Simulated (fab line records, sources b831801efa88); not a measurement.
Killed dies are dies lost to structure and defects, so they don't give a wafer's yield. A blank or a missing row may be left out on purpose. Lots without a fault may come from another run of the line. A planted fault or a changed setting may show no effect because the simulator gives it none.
Which tool did it? | flow sky130 | 14 lots, 42 wafers sampled, at 1 step of a route of 708

WHAT THE GAUGES READ, wafer by wafer
SKY_CONTACT_THK_MEAS_26: measures by xrf. Usual: CONTACT_W_THK 337 nm, standard deviation 4.8.
lot  | measured     | on            | CONTACT_W_THK (nm) | flag
L764 | day 31 14:58 | film_metro-03 | 348 341 345        |
L766 | day 32 09:10 | film_metro-02 | 338 336 335        |
L768 | day 33 03:40 | film_metro-03 | 340 341 346        |
L770 | day 33 15:59 | film_metro-01 | 340 340 338        |
L769 | day 33 23:58 | film_metro-02 | 345 331 330        |
L771 | day 34 04:58 | film_metro-02 | 338 344 330        |
L772 | day 35 00:49 | film_metro-03 | 343 340 341        |
L774 | day 35 22:00 | film_metro-03 | 342 338 334        |
L776 | day 36 02:12 | film_metro-03 | 341 341 334        |
L777 | day 36 08:34 | film_metro-03 | 341 342 342        |
L779 | day 36 15:25 | film_metro-02 | 326 339 326        |
L781 | day 37 07:52 | film_metro-01 | 334 334 333        |
L780 | day 37 08:43 | film_metro-03 | 334 341 337        |
L786 | day 38 17:10 | film_metro-02 | 338 336 335        |

WHICH TOOL RAN EACH LOT (tool, then ch and the chambers of the sampled wafers, then the start)
The record holds no process step before these readings.

WHAT THE TOOLS THEMSELVES READ (means of the sampled wafers that have a number; where no wafer has one, the mark that the record gives instead)
The record holds no such reading with a usual standard deviation.

THE ANSWER, worked out from the rows above alone
Rule: a lot is off if the mean of its wafers that have a number lies more than 3 standard deviations from the usual mean. A lot without any number at a reading at which 4 lots or more have one is off too. The other lots that the step has rows for count as sound. The gauges are gone through in route order, then the tools' own readings, and for those a lot's mean is taken as printed above. The first step at which some lot is off is used, and at that step the reading that is off furthest; a lot without a number counts as furthest.
No lot is off at any reading shown: from this, nothing can be told.

WHAT THE SIMULATOR HAD PUT IN
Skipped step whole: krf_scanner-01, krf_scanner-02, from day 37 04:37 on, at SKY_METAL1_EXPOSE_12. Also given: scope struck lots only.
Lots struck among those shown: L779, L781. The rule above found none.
